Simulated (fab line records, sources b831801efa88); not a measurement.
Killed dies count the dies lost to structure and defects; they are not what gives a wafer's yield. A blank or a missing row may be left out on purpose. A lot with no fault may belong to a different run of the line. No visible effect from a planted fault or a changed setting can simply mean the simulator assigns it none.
2 desks, one fault | flow gf180mcu | numbers are kept per desk, each desk with only its own; the story behind them comes last

== THE METROLOGY DESK ==
What the gauges read for every lot (on any tool): the sampled wafers with a number, averaged. Any lot whose mean is over 4 standard deviations away from the usual mean is out of limits and marked OUT; that distance is given in the brackets.
Columns: A = cd nm at GF_V4_CD_MEAS_14, usual 260.1 nm; B = cd nm at GF_V5_CD_MEAS_14, usual 260.2 nm
lot  | first seen here | A     | B
L621 | day 24 13:18    | 260.4 | 262.3
L622 | day 24 22:43    | 259.7 | 259.1
L626 | day 26 00:25    | 259.8 | 259.6
L627 | day 26 07:15    | 259.8 | 260.7
L628 | day 26 19:15    | 260.9 | 259.9
L631 | day 27 14:37    | 260.9 | 260.9
L632 | day 27 23:50    | 260.8 | 260.0
L633 | day 28 05:55    | 259.4 | 260.4
L634 | day 28 14:24    | 259.5 | 260.4
L640 | day 30 11:41    | 260.2 | 259.3
L641 | day 30 14:08    | 260.9 | 266.2 (+6.2) OUT
L642 | day 30 20:55    | 260.4 | 259.5
This desk's verdict: out of limits on L641, starting with L641 at day 32 20:46 (cd nm at GF_V5_CD_MEAS_14). L621, L622, L626, L627, L628, L631, L632, L633, L634, L640, L642 stayed within limits.

== TOOL OWNER'S DESK, krf scanner-02 ==
The tool's own readings at GF_V5_EXPOSE_11 (exposes mask Via5, target cd 260 nm): means of the sampled wafers that have a number, for each lot that ran on this tool. Any lot whose mean is over 4 standard deviations away from the usual mean is out of limits and marked OUT; that distance is given in the brackets.
Columns: A = exposure dose mJ cm2 at GF_V5_EXPOSE_11, usual 38.00
lot  | first seen here | A
L621 | day 26 22:51    | 37.96
L626 | day 28 07:42    | 38.04
L627 | day 28 14:26    | 38.05
L632 | day 30 04:48    | 38.03
L634 | day 30 17:08    | 38.00
L641 | day 32 12:57    | 37.27 (-20) OUT
This desk's verdict: out of limits on L641, starting with L641 at day 32 12:57 (exposure dose mJ cm2 at GF_V5_EXPOSE_11). L621, L626, L627, L632, L634 stayed within limits.

== ALL TOGETHER ==
An alarm could have come from the tool owner's desk at day 32 12:57, on L641.
L641 would have let the metrology desk raise an alarm at day 32 20:46.
Every lot named ran GF_V5_EXPOSE_11 on krf scanner-02.

== WHAT THE SIMULATOR HAD PUT IN ==
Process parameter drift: krf scanner-02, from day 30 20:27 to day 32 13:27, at GF_V5_EXPOSE_11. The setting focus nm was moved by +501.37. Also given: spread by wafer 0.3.
Lots struck among those shown: L641.
Counting hours from when the fault started, the first reading out of limits came at 40 for the tool owner's desk and at 48 for the metrology desk.
